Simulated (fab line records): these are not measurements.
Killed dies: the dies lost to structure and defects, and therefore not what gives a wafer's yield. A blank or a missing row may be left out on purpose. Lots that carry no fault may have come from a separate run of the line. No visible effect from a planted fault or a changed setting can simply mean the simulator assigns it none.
Matching of chambers ; flow gf180mcu ; 3 sister chambers for GF_SAB_CVD_00 on pecvd-01
The step deposits SiO2 from TEOS, target thk 50 nm, time 4.9302 s. 3 wafers are shown with their chamber, then 8 later ones without.

## WAFERS, EACH WITH ITS CHAMBER
wafer;chamber;heater_power_w (W)
L348.2;0;745
L348.4;2;640
L353.4;1;592

## WAFERS WITHOUT THEIR CHAMBER
wafer;heater_power_w (W)
L353.5;791
L353.6;708
L357.2;750
L357.3;749
L357.5;666
L356.3;717
L356.5;727
L356.6;696

## THE CHAMBER EACH PASSED THROUGH
wafer;from the rows above;in truth
L353.5;0;0
L353.6;can't be placed: 0 or 2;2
L357.2;0;0
L357.3;0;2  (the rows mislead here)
L357.5;can't be placed: 2 or 1 or 0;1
L356.3;can't be placed: 0 or 2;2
L356.5;0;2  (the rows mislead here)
L356.6;can't be placed: 0 or 2 or 1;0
2 of 8 placed correctly. Can't be placed from these rows: 4 (the true chamber is among the candidates in 4). Number placed wrongly: 2.
How it was worked out, from the rows above alone: a wafer's distance from a chamber is the root of the sum, over the readings, of the square of ((its reading less the chamber's mean) divided by the reading's scatter). If the next closest chamber is less than 2 further off than the closest, the wafer can't be placed; otherwise it belongs to the closest. A chamber's mean is the mean of its shown wafers. The scatter: with one shown wafer a chamber, the root of the mean of the squares of how far each hidden wafer lies from its nearest shown one.
